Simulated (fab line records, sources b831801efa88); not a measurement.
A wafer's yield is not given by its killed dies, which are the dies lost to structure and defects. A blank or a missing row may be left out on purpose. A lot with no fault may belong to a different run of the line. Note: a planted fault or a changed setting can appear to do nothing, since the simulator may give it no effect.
fab line records | flow sky130
record lots=13 | wafers=39 | lastDay=50
route steps=708 shown FIELD_ISO@24 PWDE@84 VT_ADJUST_LVTN@117 VT_ADJUST_NCORE@129
lots untouched by any fault: they come from a run of this same line in which no faults occurred
startH: hours from the record's first day to the start of the lot's first wafer shown | waitH: time in hours since the lot's previous step | " identical to the entry in the row above | L1.1+2: a single row standing in for several wafers | - no value present, or no start provided | * or withheld: withheld | < > ~ a bound
route shown NAME@n: names a module that has steps shown in the file, with the first one's number in the route | usual: mean/standard deviation taken from wafers without a fault | same: alike in all rows | chamber/n: place in a boat | sites: readings site by site | _std_site: how widely they spread, as a standard deviation | _edge_site: inner sites' mean taken away from outer sites' mean | radiusMm: for every site, how far away it sits from the centre of the wafer | mask NAME#n: copy n | behind: tool/chamber where the wafer was last shaped | hold: why the lot was held/for how many hours/how that ended | device: the n, p or np transistor that did not switch | end of line: the tests these same wafers got at the end of their route | for a step that has no rows: nothing shown but its recipe | killed: at the first sort, the dies lost to defects and structure; wafer yield is something else | map: shows each die of a wafer: x if killed, . if not, _ if none is there
set.NAME: setting as actually run; set.NAME@STEP: the setting as run at that earlier step | model.NAME: the simulator's own value behind a step, which no gauge read
one table for each step of the route and one row for each wafer, over a sample of lots
services: a tool's chamber out of use, with start hour (startH, from the record's first day; less than 0 if before it), hours out, and reason
## steps
# step SKY_FIELD_ISO_THK_MEAS_23
# recipe reads=SiO2_of_FIELD_ISO_OXIDATION_22
# usual FIELD_ISO_OXIDATION_01_THK=9.95/0.21
lot.wafer | tool         | chamber | startH | waitH | FIELD_ISO_OXIDATION_01_THK[nm]
L936.1    | filmMetro-02 | -       | 35.29  | 0.1   | 9.94
L936.3    | "            | -       | "      | "     | 9.84
L936.6    | "            | -       | "      | "     | 10.01
L937.2    | filmMetro-02 | -       | 39.18  | 0.0   | 9.89
L937.5    | "            | -       | "      | "     | 10.01
L937.6    | "            | -       | "      | "     | 9.80
L938.2    | filmMetro-03 | -       | 43.44  | 0.0   | 9.92
L938.4    | "            | -       | "      | "     | 9.93
L938.5    | "            | -       | "      | "     | 9.99
L939.1    | filmMetro-03 | -       | 46.95  | 0.0   | 10.16
L939.4    | "            | -       | "      | "     | 9.96
L939.5    | "            | -       | "      | "     | 9.87
L940.3    | filmMetro-03 | -       | 51.77  | 0.0   | 10.37
L940.5    | "            | -       | "      | "     | 10.27
L940.6    | "            | -       | "      | "     | 10.44
L944.2    | filmMetro-03 | -       | 74.49  | 0.0   | 10.06
L944.5    | "            | -       | "      | "     | 9.94
L944.6    | "            | -       | "      | "     | 10.08
L945.1    | filmMetro-02 | -       | 78.01  | 0.0   | 10.11
L945.2    | "            | -       | "      | "     | 10.12
L945.6    | "            | -       | "      | "     | 10.11
L951.1    | filmMetro-03 | -       | 109.78 | 0.0   | 9.75
L951.5    | "            | -       | "      | "     | 9.83
L951.6    | "            | -       | "      | "     | 9.91
L952.2    | filmMetro-03 | -       | 114.18 | 0.0   | 10.07
L952.3    | "            | -       | "      | "     | 10.04
L952.4    | "            | -       | "      | "     | 10.08
L953.2    | filmMetro-02 | -       | 120.94 | 0.0   | 9.58
L953.4    | "            | -       | "      | "     | 9.45
L953.6    | "            | -       | "      | "     | 9.64
L954.1    | filmMetro-02 | -       | 125.17 | 0.0   | 9.83
L954.4    | "            | -       | "      | "     | 9.77
L954.6    | "            | -       | "      | "     | 9.88
L957.1    | filmMetro-02 | -       | 141.44 | 0.0   | 9.91
L957.2    | "            | -       | "      | "     | 9.96
L957.6    | "            | -       | "      | "     | 9.83
L958.1    | filmMetro-03 | -       | 146.13 | 0.0   | 9.76
L958.4    | "            | -       | "      | "     | 9.85
L958.6    | "            | -       | "      | "     | 9.81
# step SKY_NWELL_RS_MEAS_31
# recipe thkMeasGauge=four-point-probe
# usual PWDE_RS=5277/17
lot.wafer | tool         | chamber | startH | waitH | PWDE_RS[ohm/sq]
L936.1    | filmMetro-02 | -       | 109.73 | 0.1   | 5287
L936.3    | "            | -       | "      | "     | 5287
L936.6    | "            | -       | "      | "     | 5280
L937.2    | filmMetro-02 | -       | 111.85 | 0.1   | 5264
L937.5    | "            | -       | "      | "     | 5290
L937.6    | "            | -       | "      | "     | 5289
L938.2    | filmMetro-01 | -       | 116.05 | 0.1   | 5290
L938.4    | "            | -       | "      | "     | 5262
L938.5    | "            | -       | "      | "     | 5269
L939.1    | filmMetro-01 | -       | 120.93 | 0.1   | 5274
L939.4    | "            | -       | "      | "     | 5270
L939.5    | "            | -       | "      | "     | 5293
L940.3    | filmMetro-01 | -       | 129.67 | 0.1   | 5291
L940.5    | "            | -       | "      | "     | 5292
L940.6    | "            | -       | "      | "     | 5302
L944.2    | filmMetro-01 | -       | 153.19 | 0.1   | 5290
L944.5    | "            | -       | "      | "     | 5273
L944.6    | "            | -       | "      | "     | 5305
L945.1    | filmMetro-02 | -       | 159.18 | 0.1   | 5270
L945.2    | "            | -       | "      | "     | 5291
L945.6    | "            | -       | "      | "     | 5285
L951.1    | filmMetro-02 | -       | 194.72 | 0.1   | 5280
L951.5    | "            | -       | "      | "     | 5276
L951.6    | "            | -       | "      | "     | 5293
L952.2    | filmMetro-04 | -       | 199.59 | 0.1   | 5249
L952.3    | "            | -       | "      | "     | 5247
L952.4    | "            | -       | "      | "     | 5230
L953.2    | filmMetro-02 | -       | 206.30 | 0.1   | 5271
L953.4    | "            | -       | "      | "     | 5287
L953.6    | "            | -       | "      | "     | 5283
L954.1    | filmMetro-01 | -       | 216.78 | 0.1   | 5287
L954.4    | "            | -       | "      | "     | 5295
L954.6    | "            | -       | "      | "     | 5272
L957.1    | filmMetro-02 | -       | 232.87 | 0.1   | 5276
L957.2    | "            | -       | "      | "     | 5267
L957.6    | "            | -       | "      | "     | 5272
L958.1    | filmMetro-01 | -       | 237.77 | 0.1   | 5289
L958.4    | "            | -       | "      | "     | 5301
L958.6    | "            | -       | "      | "     | 5291
# step SKY_VT_ADJUST_LVTN_STRIP_20
# recipe chemistry=O2/N2 | powerW=1400 | pressureMtorr=1500 | platenTempC=withheld | o2FlowSccm=3000 | n2FlowSccm=300 | overashFraction=0.5
# usual drypumpMotorCurrentA=5.7/0.48 | oesProductAu=0.716/0.0044 | stripTimeToEndpointS=14.17/0.043
lot.wafer | tool           | chamber | startH | waitH | drypumpMotorCurrentA | oesProductAu | rfHoursCounterH | stripTimeToEndpointS
L936.1    | plasmaAsher-01 | 1       | 167.73 | 0.1   | 5.6                  | 0.720        | 48              | 14.19
L936.3    | "              | 1       | "      | "     | 5.7                  | 0.718        | -               | 14.19
L936.6    | "              | 1       | "      | "     | 5.6                  | 0.708        | -               | 14.18
L937.2    | plasmaAsher-02 | 0       | 169.62 | 0.1   | 5.0                  | 0.719        | 5               | 14.12
L937.5    | "              | 0       | "      | "     | 5.0                  | 0.717        | -               | 14.13
L937.6    | "              | 1       | "      | "     | 6.1                  | 0.714        | -               | 14.17
L938.2    | plasmaAsher-02 | 0       | 174.32 | 0.1   | 5.0                  | 0.717        | 5               | 14.15
L938.4    | "              | 0       | "      | "     | 5.0                  | 0.717        | -               | 14.16
L938.5    | "              | 1       | "      | "     | 6.1                  | 0.710        | -               | 14.19
L939.1    | plasmaAsher-01 | 1       | 181.17 | 0.1   | 5.6                  | 0.715        | 50              | 14.21
L939.4    | "              | 0       | "      | "     | 6.3                  | 0.710        | -               | 14.19
L939.5    | "              | 0       | "      | "     | 6.4                  | 0.710        | -               | 14.23
L940.3    | plasmaAsher-02 | 0       | 190.55 | 0.1   | 5.0                  | 0.717        | -               | 14.21
L940.5    | "              | 0       | "      | "     | 5.0                  | 0.718        | -               | 14.15
L940.6    | "              | 1       | "      | "     | 6.1                  | 0.714        | -               | 14.20
L944.2    | plasmaAsher-02 | 0       | 216.82 | 0.1   | 5.0                  | 0.712        | 9               | 14.16
L944.5    | "              | 1       | "      | "     | 6.1                  | 0.717        | -               | 14.15
L944.6    | "              | 0       | "      | "     | 5.0                  | 0.717        | -               | 14.18
L945.1    | plasmaAsher-01 | 1       | 223.37 | 0.1   | 5.6                  | 0.938        | 54              | -
L945.2    | "              | 0       | "      | "     | 6.3                  | 0.929        | 54              | -
L945.6    | "              | 0       | "      | "     | 6.3                  | 0.928        | -               | -
L951.1    | plasmaAsher-03 | 0       | 263.87 | 0.1   | 5.2                  | 0.717        | 56              | 14.09
L951.5    | "              | 1       | "      | "     | 6.0                  | 0.722        | -               | 14.06
L951.6    | "              | 0       | "      | "     | 5.2                  | 0.712        | -               | 14.09
L952.2    | plasmaAsher-03 | 0       | 268.82 | 0.1   | 5.2                  | 0.716        | 56              | 14.19
L952.3    | "              | 0       | "      | "     | 5.2                  | 0.717        | -               | 14.22
L952.4    | "              | 1       | "      | "     | 6.1                  | 0.720        | -               | 14.21
L953.2    | plasmaAsher-01 | 1       | 275.62 | 0.1   | 5.7                  | 0.710        | 59              | 14.16
L953.4    | "              | 0       | "      | "     | 6.3                  | 0.720        | -               | 14.14
L953.6    | "              | 1       | "      | "     | 5.7                  | 0.718        | -               | 14.18
L954.1    | plasmaAsher-03 | 0       | 288.17 | 0.1   | 5.2                  | 0.721        | 58              | 14.13
L954.4    | "              | 0       | "      | "     | 5.2                  | 0.717        | -               | 14.12
L954.6    | "              | 1       | "      | "     | 6.1                  | 0.714        | -               | 14.13
L957.1    | plasmaAsher-01 | 1       | 305.02 | 0.1   | 5.7                  | 0.717        | 62              | 14.17
L957.2    | "              | 0       | "      | "     | 6.4                  | 0.727        | 62              | 14.18
L957.6    | "              | 0       | "      | "     | 6.4                  | 0.718        | -               | 14.16
L958.1    | plasmaAsher-02 | 1       | 310.67 | 0.1   | 6.1                  | 0.711        | 18              | 14.14
L958.4    | "              | 0       | "      | "     | 5.0                  | 0.715        | -               | 14.12
L958.6    | "              | 0       | "      | "     | 5.0                  | 0.714        | -               | 14.18
# step SKY_VT_ADJUST_LVTN_TW_MEAS_21
# usual VT_ADJUST_LVTN_2_TW=189.6/2.1
lot.wafer | tool         | chamber | startH | waitH | VT_ADJUST_LVTN_2_TW
L936.1    | filmMetro-01 | -       | 167.83 | 0.1   | 191.1
L936.3    | "            | -       | "      | "     | 192.1
L936.6    | "            | -       | "      | "     | 191.9
L937.2    | filmMetro-02 | -       | 169.73 | 0.1   | 189.2
L937.5    | "            | -       | "      | "     | 189.5
L937.6    | "            | -       | "      | "     | 191.3
L938.2    | filmMetro-01 | -       | 174.43 | 0.1   | 192.1
L938.4    | "            | -       | "      | "     | 192.5
L938.5    | "            | -       | "      | "     | 192.0
L939.1    | filmMetro-02 | -       | 181.27 | 0.1   | 188.5
L939.4    | "            | -       | "      | "     | 188.8
L939.5    | "            | -       | "      | "     | 188.2
L940.3    | filmMetro-02 | -       | 190.64 | 0.1   | 189.0
L940.5    | "            | -       | "      | "     | 189.4
L940.6    | "            | -       | "      | "     | 187.8
L944.2    | filmMetro-03 | -       | 216.93 | 0.1   | 185.0
L944.5    | "            | -       | "      | "     | 185.1
L944.6    | "            | -       | "      | "     | 184.5
L945.1    | filmMetro-02 | -       | 223.47 | 0.1   | 190.5
L945.2    | "            | -       | "      | "     | 191.3
L945.6    | "            | -       | "      | "     | 189.7
L951.1    | filmMetro-02 | -       | 263.97 | 0.1   | 189.3
L951.5    | "            | -       | "      | "     | 188.3
L951.6    | "            | -       | "      | "     | 188.1
L952.2    | filmMetro-02 | -       | 268.93 | 0.1   | 188.6
L952.3    | "            | -       | "      | "     | 190.2
L952.4    | "            | -       | "      | "     | 190.4
L953.2    | filmMetro-01 | -       | 275.73 | 0.1   | 192.0
L953.4    | "            | -       | "      | "     | 190.6
L953.6    | "            | -       | "      | "     | 190.1
L954.1    | filmMetro-01 | -       | 288.27 | 0.1   | 192.3
L954.4    | "            | -       | "      | "     | 191.3
L954.6    | "            | -       | "      | "     | 192.8
L957.1    | filmMetro-01 | -       | 305.12 | 0.1   | 191.8
L957.2    | "            | -       | "      | "     | 191.0
L957.6    | "            | -       | "      | "     | 190.9
L958.1    | filmMetro-02 | -       | 310.77 | 0.1   | 189.9
L958.4    | "            | -       | "      | "     | 189.3
L958.6    | "            | -       | "      | "     | 189.9
# step SKY_VT_ADJUST_NCORE_STRIP_10
# recipe chemistry=O2/N2 | powerW=1400 | pressureMtorr=1500 | platenTempC=withheld | o2FlowSccm=3000 | n2FlowSccm=300 | overashFraction=0.5
# usual drypumpMotorCurrentA=5.5/0.47 | oesProductAu=0.715/0.0047 | stripTimeToEndpointS=13.94/0.034
lot.wafer | tool           | chamber | startH | waitH | drypumpMotorCurrentA | oesProductAu | rfHoursCounterH | stripTimeToEndpointS
L936.1    | plasmaAsher-04 | 1       | 188.54 | 0.1   | 5.2                  | 0.715        | 39              | 13.97
L936.3    | "              | 0       | "      | "     | 5.0                  | 0.716        | -               | 13.98
L936.6    | "              | 1       | "      | "     | 5.2                  | 0.717        | -               | 13.97
L937.2    | plasmaAsher-04 | 0       | 190.65 | 0.1   | 5.0                  | 0.711        | 39              | 13.92
L937.5    | "              | 1       | "      | "     | 5.2                  | 0.717        | -               | 13.90
L937.6    | "              | 0       | "      | "     | 5.0                  | 0.718        | -               | 13.89
L938.2    | plasmaAsher-02 | 0       | 194.94 | 0.1   | 5.0                  | 0.716        | 7               | 13.92
L938.4    | "              | 0       | "      | "     | 5.0                  | 0.715        | -               | 14.00
L938.5    | "              | 0       | "      | "     | 5.0                  | 0.714        | -               | 13.96
L939.1    | plasmaAsher-02 | 0       | 202.99 | 0.1   | 5.0                  | 0.714        | 8               | 13.91
L939.4    | "              | 1       | "      | "     | 6.1                  | 0.706        | -               | 13.91
L939.5    | "              | 1       | "      | "     | 6.1                  | 0.719        | -               | 13.90
L940.3    | plasmaAsher-02 | 1       | 212.18 | 0.1   | 6.1                  | 0.710        | -               | 13.92
L940.5    | "              | 0       | "      | "     | 5.0                  | 0.720        | -               | 13.92
L940.6    | "              | 1       | "      | "     | 6.1                  | 0.724        | -               | 13.94
L944.2    | plasmaAsher-04 | 0       | 238.84 | 0.1   | 5.0                  | 0.711        | 44              | 14.00
L944.5    | "              | 0       | "      | "     | 5.0                  | 0.716        | -               | 14.02
L944.6    | "              | 1       | "      | "     | 5.2                  | 0.710        | -               | 14.00
L945.1    | plasmaAsher-02 | 0       | 246.70 | 0.1   | 5.0                  | 0.719        | 12              | 21.69
L945.2    | "              | 1       | "      | "     | 6.1                  | 0.712        | 12              | 21.77
L945.6    | "              | 0       | "      | "     | 5.0                  | 0.705        | -               | 21.73
L951.1    | plasmaAsher-03 | 1       | 288.75 | 0.1   | 6.0                  | 0.715        | 58              | 13.93
L951.5    | "              | 1       | "      | "     | 6.0                  | 0.716        | -               | 13.93
L951.6    | "              | 0       | "      | "     | 5.2                  | 0.702        | -               | 13.93
L952.2    | plasmaAsher-04 | 1       | 294.54 | 0.1   | 5.2                  | 0.711        | 49              | 13.88
L952.3    | "              | 1       | "      | "     | 5.2                  | 0.712        | -               | 13.91
L952.4    | "              | 0       | "      | "     | 5.0                  | 0.712        | -               | 13.90
L953.2    | plasmaAsher-03 | 1       | 300.24 | 0.1   | 6.1                  | 0.703        | 59              | 13.94
L953.4    | "              | 0       | "      | "     | 5.2                  | 0.720        | -               | 14.00
L953.6    | "              | 0       | "      | "     | 5.2                  | 0.717        | -               | 13.99
L954.1    | plasmaAsher-02 | 0       | 313.19 | 0.1   | 5.0                  | 0.716        | 18              | 13.98
L954.4    | "              | 0       | "      | "     | 5.0                  | 0.717        | -               | 14.03
L954.6    | "              | 0       | "      | "     | 5.0                  | 0.715        | -               | 13.96
L957.1    | plasmaAsher-03 | 1       | 330.41 | 0.1   | 6.1                  | 0.715        | 62              | 13.93
L957.2    | "              | 0       | "      | "     | 5.2                  | 0.713        | 62              | 13.91
L957.6    | "              | 1       | "      | "     | 6.1                  | 0.715        | -               | 13.92
L958.1    | plasmaAsher-02 | 1       | 337.55 | 0.1   | 6.1                  | 0.715        | 21              | 13.90
L958.4    | "              | 0       | "      | "     | 5.0                  | 0.714        | -               | 13.95
L958.6    | "              | 1       | "      | "     | 6.1                  | 0.721        | -               | 13.89
# step SKY_VT_ADJUST_NCORE_TW_MEAS_11
# usual VT_ADJUST_NCORE_TW=219.1/2.7
lot.wafer | tool         | chamber | startH | waitH | VT_ADJUST_NCORE_TW
L936.1    | filmMetro-02 | -       | 188.64 | 0.1   | 219.8
L936.3    | "            | -       | "      | "     | 221.2
L936.6    | "            | -       | "      | "     | 220.1
L937.2    | filmMetro-04 | -       | 190.76 | 0.1   | 220.4
L937.5    | "            | -       | "      | "     | 220.2
L937.6    | "            | -       | "      | "     | 221.4
L938.2    | filmMetro-04 | -       | 195.05 | 0.1   | 222.0
L938.4    | "            | -       | "      | "     | 221.8
L938.5    | "            | -       | "      | "     | 222.1
L939.1    | filmMetro-03 | -       | 203.09 | 0.1   | 214.9
L939.4    | "            | -       | "      | "     | 216.8
L939.5    | "            | -       | "      | "     | 216.6
L940.3    | filmMetro-04 | -       | 212.27 | 0.1   | 221.5
L940.5    | "            | -       | "      | "     | 221.1
L940.6    | "            | -       | "      | "     | 221.6
L944.2    | filmMetro-03 | -       | 238.95 | 0.1   | 215.0
L944.5    | "            | -       | "      | "     | 216.0
L944.6    | "            | -       | "      | "     | 214.3
L945.1    | filmMetro-04 | -       | 246.80 | 0.1   | 30.2
L945.2    | "            | -       | "      | "     | 30.3
L945.6    | "            | -       | "      | "     | 30.4
L951.1    | filmMetro-03 | -       | 288.85 | 0.1   | 215.2
L951.5    | "            | -       | "      | "     | 216.0
L951.6    | "            | -       | "      | "     | 215.6
L952.2    | filmMetro-02 | -       | 294.65 | 0.1   | 220.5
L952.3    | "            | -       | "      | "     | 221.5
L952.4    | "            | -       | "      | "     | 220.2
L953.2    | filmMetro-02 | -       | 300.35 | 0.1   | 222.1
L953.4    | "            | -       | "      | "     | 221.3
L953.6    | "            | -       | "      | "     | 222.0
L954.1    | filmMetro-04 | -       | 313.29 | 0.1   | 222.5
L954.4    | "            | -       | "      | "     | 222.3
L954.6    | "            | -       | "      | "     | 223.8
L957.1    | filmMetro-03 | -       | 330.51 | 0.1   | 216.0
L957.2    | "            | -       | "      | "     | 216.0
L957.6    | "            | -       | "      | "     | 216.6
L958.1    | filmMetro-03 | -       | 337.65 | 0.1   | 216.1
L958.4    | "            | -       | "      | "     | 215.6
L958.6    | "            | -       | "      | "     | 214.9
## services
tool           | chamber | startH | hours | kind
plasmaAsher-03 | -       | 174.20 | 0.9   | repair
plasmaAsher-03 | -       | 237.18 | 1.0   | repair
## key
firstSign step=SKY_VT_ADJUST_LVTN_STRIP_20 | reading=oesProductAu | direction=up | sigmas=49 | usual=0.716 | struck=0.932
effect step=SKY_VT_ADJUST_NCORE_STRIP_10 | reading=stripTimeToEndpointS | direction=up | sigmas=99+ | usual=* | struck=*
effect step=SKY_VT_ADJUST_NCORE_TW_MEAS_11 | reading=VT_ADJUST_NCORE_TW | direction=down | sigmas=71 | usual=219.1 | struck=30.3
metAt SKY_VT_ADJUST_LVTN_STRIP_20
struckLots L945
sortLeftOut L945.1,L945.2,L945.6
testerLeftOut L945
notActingAt SKY_FIELD_ISO_THK_MEAS_23,SKY_NWELL_RS_MEAS_31,SKY_VT_ADJUST_LVTN_TW_MEAS_21
onsetBetween 181.17 223.37
fault kind=stripAborted | tool=plasmaAsher-01 | chamber=- | onsetH=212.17 | steps=SKY_VT_ADJUST_LVTN_STRIP_20 | offset=0.70542 | endH=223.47
# testerLeftOut: of these lots the tester's yield and bins aren't shown, on N5 and GAA mostly nor the transistor test; their killed dies are dies lost to structure and defects alone, not to doping, threshold or leakage, so they don't give the yield
# sortLeftOut: the simulated sort isn't trusted on such a fault, so these wafers' sort isn't shown, and their yield isn't known
